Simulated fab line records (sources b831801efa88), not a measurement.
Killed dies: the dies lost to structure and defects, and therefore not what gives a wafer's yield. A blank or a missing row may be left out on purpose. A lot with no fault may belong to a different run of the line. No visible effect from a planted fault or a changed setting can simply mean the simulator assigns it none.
Which tool did it?    flow gf180mcu    Sampling: 12 lots, 36 wafers, 4 of 602 route steps

== WHAT THE GAUGES SHOWED, per wafer ==
GF_HV_LDD_CD_MEAS_19 targets a cd of 400 nm. Usual: cd nm 399.8 nm, standard deviation 2.2.
lot   measured      on         cd nm (nm)         flag
L260  day 11 04:53  cd sem-02  400.0 402.5 399.2  
L262  day 11 15:23  cd sem-02  396.4 397.7 396.0  
L265  day 12 20:52  cd sem-02  399.3 401.8 398.6  
L266  day 13 03:00  cd sem-01  400.5 401.9 401.4  
L268  day 13 15:33  cd sem-02  402.8 404.7 402.9  
L267  day 13 16:34  cd sem-02  398.3 398.9 400.2  
L270  day 14 03:41  cd sem-01  397.5 398.6 397.3  
L271  day 14 10:57  cd sem-01  400.9 401.7 399.8  
L276  day 16 06:48  cd sem-01  398.0 397.6 395.9  
L277  day 16 14:10  cd sem-01  401.9 402.4 400.7  
L278  day 16 20:34  cd sem-02  400.3 399.8 396.2  
L281  day 18 00:55  cd sem-02  398.9 403.3 399.9  

GF_HV_LDD_OVL_MEAS_20. Usual: HV_LDD_01_OVL -0.5 nm, standard deviation 1.5.
lot   measured      on          HV_LDD_01_OVL (nm)  flag
L260  day 11 04:59  overlay-01  -0.6 0.1 -0.7       
L262  day 11 15:29  overlay-02  -2.1 -2.6 -0.6      
L265  day 12 20:59  overlay-01  0.7 -2.3 0.4        
L266  day 13 03:07  overlay-01  -1.2 1.5 -0.4       
L268  day 13 15:40  overlay-02  1.0 0.8 1.8         
L267  day 13 16:41  overlay-02  -0.1 -0.8 -0.9      
L270  day 14 03:48  overlay-02  -0.9 0.6 -1.3       
L271  day 14 11:04  overlay-02  0.7 -0.3 -0.2       
L276  day 16 06:55  overlay-01  -0.4 -0.7 -1.6      
L277  day 16 14:17  overlay-02  -0.8 -1.8 0.0       
L278  day 16 20:40  overlay-02  1.8 -1.2 0.2        
L281  day 18 01:02  overlay-02  0.2 0.1 -0.8        

GF_HV_LDD_CD_MEAS_46 targets a cd of 400 nm. Usual: cd nm 399.1 nm, standard deviation 1.9.
lot   measured      on         cd nm (nm)         flag
L260  day 12 21:50  cd sem-02  401.0 400.3 400.2  
L262  day 13 09:41  cd sem-02  400.9 402.5 400.7  
L265  day 14 15:57  cd sem-01  399.2 398.6 397.0  
L266  day 14 22:14  cd sem-01  398.7 400.8 399.3  
L268  day 15 11:17  cd sem-01  400.7 400.4 402.1  
L267  day 15 12:33  cd sem-01  399.6 399.7 401.6  
L270  day 16 01:08  cd sem-01  395.6 399.1 396.7  
L271  day 16 07:42  cd sem-01  398.8 399.0 397.4  
L276  day 18 06:57  cd sem-02  380.1 379.3 379.8  OFF
L277  day 18 15:13  cd sem-02  379.7 381.0 380.2  OFF
L278  day 18 20:57  cd sem-01  399.1 401.3 399.5  
L281  day 20 03:35  cd sem-02  399.7 400.5 399.3  

== TOOL THAT RAN EACH LOT (tool first, then ch and the chambers of the sampled wafers, then the start) ==
lot   GF_HV_LDD_COAT_41
L260  litho track-03 ch 0, day 12 11:32
L262  litho track-02 ch 0, day 12 22:59
L265  litho track-03 ch 0, day 14 04:58
L266  litho track-03 ch 0, day 14 11:16
L268  litho track-02 ch 0, day 15 00:04
L267  litho track-02 ch 0, day 15 01:22
L270  litho track-03 ch 0, day 15 13:53
L271  litho track-02 ch 0, day 15 20:25
L276  litho track-04 ch 0, day 17 19:42
L277  litho track-04 ch 0, day 18 02:42
L278  litho track-02 ch 0, day 18 08:31
L281  litho track-03 ch 0, day 19 14:43
- GF_HV_LDD_COAT_41: resist thk 1000 nm.

== AS READ BY THE TOOLS THEMSELVES (means over the sampled wafers that have a number; for cases with no such wafer, the mark the record gives instead) ==
GF_HV_LDD_COAT_41. Usual: spin speed rpm 2999.9 rpm, standard deviation 2.1.
lot   tool            spin speed rpm (rpm)  flag
L260  litho track-03  3001.2                
L262  litho track-02  3002.1                
L265  litho track-03  3000.6                
L266  litho track-03  3000.3                
L268  litho track-02  2999.0                
L267  litho track-02  2998.9                
L270  litho track-03  2999.5                
L271  litho track-02  3000.2                
L276  litho track-04  2120.5                OFF
L277  litho track-04  2123.1                OFF
L278  litho track-02  2998.1                
L281  litho track-03  2998.9                

== THE ANSWER, worked out from the rows above alone ==
Rule: a lot counts as off when the mean over its wafers that have a number is more than 3 standard deviations away from the usual mean. Also off: a lot with no number at a reading for which 4 or more lots have one. The other lots that the step has rows for count as sound. The gauges are gone through in route order, then the tools' own readings, and for those a lot's mean is taken as printed above. The first step at which some lot is off is used, and at that step the reading that is off furthest; a lot without a number counts as furthest.
Off: L276, L277 (GF_HV_LDD_CD_MEAS_46, cd nm).
A tool fits if, at a process step before that reading, it ran every lot that is off, and no sound lot after the first of them. The gauges at GF_HV_LDD_CD_MEAS_46 aren't tried: what is off there is off at GF_HV_LDD_COAT_41 too, on other tools, and a gauge's error can't cause that. One fits: GF_HV_LDD_COAT_41 on litho track-04. It ran no sound lot before its first lot that is off in this sample, so the start can't be narrowed down.
The tool's own readings at GF_HV_LDD_COAT_41 bear it out: on the lots that are off they differ by more than 5 times the standard deviation of the sound lots' means. spin speed rpm reads 2121.8 rpm there against 2999.9 rpm on the sound lots.

== WHAT THE SIMULATOR PUT IN ==
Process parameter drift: litho track-04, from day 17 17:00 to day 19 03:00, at GF_HV_LDD_COAT_41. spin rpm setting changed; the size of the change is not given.
Shown lots that were struck: L276, L277. The rule above reached the same finding.
